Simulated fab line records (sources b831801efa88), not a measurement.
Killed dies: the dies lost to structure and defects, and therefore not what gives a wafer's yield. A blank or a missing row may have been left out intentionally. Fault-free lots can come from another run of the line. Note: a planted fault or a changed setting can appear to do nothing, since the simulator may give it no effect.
Matching of chambers / flow sfq-line / SFQ_TRILAYER_I2_CMP_CMP_064 on cmp-02: 4 sister chambers
The step polishes SiO2. 4 wafers are shown with their chamber, then 8 later ones without.

## EACH WAFER AND ITS CHAMBER
wafer=L242.4; chamber=3; motor-current-A (A)=11.2
wafer=L242.5; chamber=1; motor-current-A (A)=9.1
wafer=L242.6; chamber=0; motor-current-A (A)=10.2
wafer=L245.2; chamber=2; motor-current-A (A)=8.9

## WAFERS WITHOUT THEIR CHAMBER
wafer=L245.3; motor-current-A (A)=10.3
wafer=L245.5; motor-current-A (A)=9.4
wafer=L246.2; motor-current-A (A)=9.5
wafer=L246.4; motor-current-A (A)=10.4
wafer=L246.6; motor-current-A (A)=11.0
wafer=L248.1; motor-current-A (A)=9.4
wafer=L248.2; motor-current-A (A)=9.4
wafer=L248.4; motor-current-A (A)=10.8

## CHAMBER TAKEN BY EACH
wafer=L245.3; from the rows above=0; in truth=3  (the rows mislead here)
wafer=L245.5; from the rows above=can't be placed: 1 or 2 or 0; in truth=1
wafer=L246.2; from the rows above=can't be placed: 1 or 2 or 0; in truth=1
wafer=L246.4; from the rows above=0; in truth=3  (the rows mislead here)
wafer=L246.6; from the rows above=3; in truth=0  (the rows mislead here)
wafer=L248.1; from the rows above=can't be placed: 1 or 2 or 0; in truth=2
wafer=L248.2; from the rows above=can't be placed: 1 or 2 or 0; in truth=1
wafer=L248.4; from the rows above=can't be placed: 3 or 0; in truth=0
Correctly placed: 0 of 8. Can't be placed from these rows: 5 (the true chamber is among the candidates in 5). Number placed wrongly: 3.
How it was worked out, from the rows above alone: a wafer's distance from a chamber is the root of the sum, over the readings, of the square of ((its reading less the chamber's mean) divided by the reading's scatter). The wafer belongs to the nearest chamber; if the next one is less than 2 further off, it can't be placed. The mean given for a chamber averages the wafers shown for that chamber. The scatter: root of mean squared gap, hidden wafer to nearest shown wafer, with one shown wafer a chamber.
